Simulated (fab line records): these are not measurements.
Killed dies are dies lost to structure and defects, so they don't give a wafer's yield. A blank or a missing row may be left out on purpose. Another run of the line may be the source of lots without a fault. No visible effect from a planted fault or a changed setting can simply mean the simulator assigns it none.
The same fault as seen by 2 desks || flow sky130 || each desk holds nothing but its own numbers, with what lay behind them at the end

## FROM THE METROLOGY DESK
What the gauges read, lot by lot, whatever tool the lot ran on: means of the sampled wafers that have a number. Any lot whose mean is over 4 standard deviations away from the usual mean is out of limits and marked OUT; that distance is given in the brackets.
Columns: A = POLY_GATE_OVL at SKY_POLY_GATE_OVL_MEAS_14, usual 0 nm; B = LDD_HVN_TW at SKY_LDD_HVN_TW_MEAS_10, usual 1434; C = LDD_HVP_OVL at SKY_LDD_HVP_OVL_MEAS_07, usual -0.7 nm; D = LDD_HVP_TW at SKY_LDD_HVP_TW_MEAS_10, usual 452.3
{"lot": "L123", "first seen here": "day 17 05:45", "A": -5, "B": 1457, "C": -1.5, "D": 455.5}
{"lot": "L125", "first seen here": "day 17 17:22", "A": -2, "B": 1423, "C": 0.3, "D": 450.0}
{"lot": "L124", "first seen here": "day 17 22:53", "A": 0, "B": 1463, "C": -0.2, "D": 451.0}
{"lot": "L126", "first seen here": "day 18 07:41", "A": 10, "B": 1434, "C": -0.8, "D": 449.7}
{"lot": "L127", "first seen here": "day 18 08:01", "A": 5, "B": 1421, "C": -2.4, "D": 449.8}
{"lot": "L129", "first seen here": "day 18 22:20", "A": -1, "B": 1460, "C": -0.1, "D": 456.2}
{"lot": "L130", "first seen here": "day 19 04:16", "A": 5, "B": 1436, "C": -2.2, "D": 455.7}
{"lot": "L131", "first seen here": "day 20 00:43", "A": 1, "B": 1434, "C": 0.4, "D": 452.1}
{"lot": "L132", "first seen here": "day 20 00:48", "A": 1, "B": 1436, "C": 1.1, "D": 451.3}
{"lot": "L138", "first seen here": "day 21 21:50", "A": -1, "B": 1434, "C": -2.1, "D": 448.6}
{"lot": "L139", "first seen here": "day 23 09:10", "A": 2, "B": 1418, "C": 1.4, "D": "487.1 (+12) OUT"}
{"lot": "L142", "first seen here": "day 23 14:11", "A": 1, "B": 1438, "C": 0.7, "D": "481.0 (+9.6) OUT"}
{"lot": "L144", "first seen here": "day 23 23:22", "A": 1, "B": 1414, "C": -0.8, "D": 451.4}
{"lot": "L145", "first seen here": "day 24 08:07", "A": 6, "B": 1432, "C": -2.0, "D": 452.8}
Per this desk, out of limits: L139, L142; the first was L139, day 28 07:20 (LDD_HVP_TW at SKY_LDD_HVP_TW_MEAS_10). Within limits: L123, L125, L124, L126, L127, L129, L130, L131, L132, L138, L144, L145.

## AT THE TOOL OWNER'S DESK: implanter-02
The tool's own readings at SKY_LDD_HVP_IMPLANT_08, given as means over the sampled wafers that have a number, one for each lot that went through this tool. Any lot whose mean is over 4 standard deviations away from the usual mean is out of limits and marked OUT; that distance is given in the brackets.
Columns: A = beam on s at SKY_LDD_HVP_IMPLANT_08, usual 9.98 s; B = faraday current uA at SKY_LDD_HVP_IMPLANT_08, usual 96.0
{"lot": "L126", "first seen here": "day 23 14:40", "A": 10.18, "B": 94.3}
{"lot": "L129", "first seen here": "day 24 04:50", "A": 9.84, "B": 97.3}
{"lot": "L139", "first seen here": "day 28 07:07", "A": "12.20 (+11) OUT", "B": "78.5 (-9.2) OUT"}
{"lot": "L142", "first seen here": "day 28 12:56", "A": "12.39 (+12) OUT", "B": "77.8 (-9.6) OUT"}
This desk finds L139, L142 out of limits, L139 being first, at day 28 07:07 (beam on s at SKY_LDD_HVP_IMPLANT_08). Within limits: L126, L129.

## BROUGHT TOGETHER
The tool owner's desk had the chance to raise an alarm at day 28 07:07 on L139, L142.
An alarm was possible from the metrology desk at day 28 07:20, on L139, L142.
On implanter-02, each named lot ran SKY_LDD_HVP_IMPLANT_08.

## WHAT THE SIMULATOR HAD INSERTED
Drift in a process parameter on implanter-02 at SKY_LDD_HVP_IMPLANT_08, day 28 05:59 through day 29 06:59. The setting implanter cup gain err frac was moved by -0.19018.
Struck lots among those shown: L139, L142.
Counting hours from when the fault started, the first reading out of limits came at 1 for the tool owner's desk and at 1 for the metrology desk.
